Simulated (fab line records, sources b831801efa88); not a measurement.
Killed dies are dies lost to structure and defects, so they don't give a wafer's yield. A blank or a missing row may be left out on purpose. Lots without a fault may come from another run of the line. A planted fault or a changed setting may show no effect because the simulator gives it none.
Which tool did it? | flow gf180mcu | 7 lots, 21 wafers sampled, at 2 steps of a route of 602

WHAT THE GAUGES READ, wafer by wafer
GF_V5_RS_MEAS_24: measures by four-point-probe.
lot  | measured     | on            | V5_W_RS (ohm/sq)
L495 | day 27 17:28 | film_metro-04 | 0.319 0.324 0.316
L497 | day 28 07:17 | film_metro-04 | 0.333 0.326 0.334
L500 | day 29 04:56 | film_metro-03 | 0.327 0.327 0.327
L505 | day 30 20:05 | film_metro-04 | 0.325 0.323 0.323
L510 | day 32 02:26 | film_metro-04 | 0.323 0.329 0.323
L514 | day 33 04:31 | film_metro-03 | 0.332 0.325 0.328
L517 | day 33 18:01 | film_metro-03 | 0.329 0.331 0.328

WHICH TOOL RAN EACH LOT (tool, then ch and the chambers of the sampled wafers, then the start)
lot  | GF_M1_SPUTTER_02
L495 | pvd_sputter-03, day 16 15:35
L497 | pvd_sputter-02, day 17 09:05
L500 | pvd_sputter-02, day 18 10:08
L505 | pvd_sputter-03, day 20 10:59
L510 | pvd_sputter-01, day 22 02:58
L514 | pvd_sputter-03, day 23 14:35
L517 | pvd_sputter-02, day 24 13:38
- GF_M1_SPUTTER_02: material AlCu, target thk 450 nm, time 23.9 s.

THE ANSWER, worked out from the rows above alone
Rule: what is usual is taken from the lots themselves. Put in order of their means at a reading, lots are off if they are a third of the lots or fewer, leave a main group of 4 or more, and stand apart from it by a gap of 3 or more times the standard deviation of the main group's means; of several such gaps the widest counts. A main group whose means are all the same, to the digits that the tables above print for the reading, isn't used. A lot without any number at a reading at which 4 lots or more have one is off too. The other lots that the step has rows for count as sound.
No lot is off at any reading shown: from this, nothing can be told.

WHAT THE SIMULATOR HAD PUT IN
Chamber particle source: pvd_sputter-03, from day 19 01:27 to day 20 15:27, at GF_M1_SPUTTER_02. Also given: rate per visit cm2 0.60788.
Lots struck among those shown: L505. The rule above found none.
